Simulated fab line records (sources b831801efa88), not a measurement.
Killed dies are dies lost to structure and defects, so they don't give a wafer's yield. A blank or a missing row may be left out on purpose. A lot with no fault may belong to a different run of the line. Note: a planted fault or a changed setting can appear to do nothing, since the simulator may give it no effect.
2 desks looking at one fault ; flow sky130 ; only its own numbers are on each desk; what lay behind them is given at the end

## FROM THE METROLOGY DESK
Lot by lot, what the gauges showed, no matter which tool ran the lot: averages of those sampled wafers that carry a number. If a lot's mean is further than 4 standard deviations from the usual mean, the lot is out of limits and carries the mark OUT (the distance appears in the brackets).
Columns: A = VT_ADJUST_LVTN_01_OVL at SKY_VT_ADJUST_LVTN_OVL_MEAS_18, usual -1.0 nm; B = VT_ADJUST_HVTR_TW at SKY_VT_ADJUST_HVTR_TW_MEAS_11, usual 209.6
lot;first seen here;A;B
L997;day 8 01:04;-0.9;208.4
L998;day 8 09:44;-1.6;208.0
L100;day 8 18:41;-0.8;208.7
L101;day 8 22:05;-0.9;208.3
L104;day 9 17:53;-1.8;209.7
L105;day 9 21:56;-2.2;209.6
L106;day 10 10:05;0.4;208.3
L108;day 11 00:56;0.3;208.3
L110;day 11 12:32;-1.8;213.0
L112;day 12 06:59;-0.4;219.6 (+4.0) OUT
L118;day 13 21:20;0.0;215.7
This desk's finding: out of limits on L112; first on L112, day 14 09:32 (VT_ADJUST_HVTR_TW at SKY_VT_ADJUST_HVTR_TW_MEAS_11). In limits: L997, L998, L100, L101, L104, L105, L106, L108, L110, L118.

## AT THE TOOL OWNER'S DESK: implanter-01
For each lot that ran on this tool, the mean over its sampled wafers that have a number, from the tool's own readings at SKY_VT_ADJUST_HVTR_IMPLANT_09. If a lot's mean is further than 4 standard deviations from the usual mean, the lot is out of limits and carries the mark OUT (the distance appears in the brackets).
Columns: A = beam on s at SKY_VT_ADJUST_HVTR_IMPLANT_09, usual 9.99 s; B = end station pressure torr at SKY_VT_ADJUST_HVTR_IMPLANT_09, usual 5.01e-06 Torr; C = faraday current uA at SKY_VT_ADJUST_HVTR_IMPLANT_09, usual 11.85
lot;first seen here;A;B;C
L997;day 9 17:10;9.93;5.11e-06;11.96
L998;day 10 02:16;9.73;4.91e-06;12.18
L100;day 10 12:28;9.95;5.22e-06;11.89
L106;day 12 08:01;10.09;4.70e-06;11.75
L110;day 13 14:31;10.84 (+4.2) OUT;5.86e-05 (+99 or more) OUT;10.53 (-5.7) OUT
L112;day 14 09:17;10.70;6.22e-05 (+99 or more) OUT;10.67 (-5.1) OUT
This desk's finding: out of limits on L110, L112; first on L110, day 13 14:31 (beam on s at SKY_VT_ADJUST_HVTR_IMPLANT_09). In limits: L997, L998, L100, L106.

## PUT TOGETHER
The tool owner's desk had the chance to raise an alarm at day 13 14:31 on L110, L112.
L112 would have let the metrology desk raise an alarm at day 14 09:32.
The metrology desk has L110 on record, within its limits.
Of the lots named, all ran SKY_VT_ADJUST_HVTR_IMPLANT_09 on implanter-01.

## WHAT WAS PUT IN BY THE SIMULATOR
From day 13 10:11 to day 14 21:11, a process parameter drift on implanter-01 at SKY_VT_ADJUST_HVTR_IMPLANT_09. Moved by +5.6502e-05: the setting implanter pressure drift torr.
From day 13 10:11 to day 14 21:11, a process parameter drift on implanter-01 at SKY_VT_ADJUST_HVTR_IMPLANT_09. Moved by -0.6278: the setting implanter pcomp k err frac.
Lots struck among those shown: L110, L112.
Delay (hours) between the fault's onset and each desk's first out-of-limits reading: 4 at the tool owner's desk, 23 at the metrology desk.
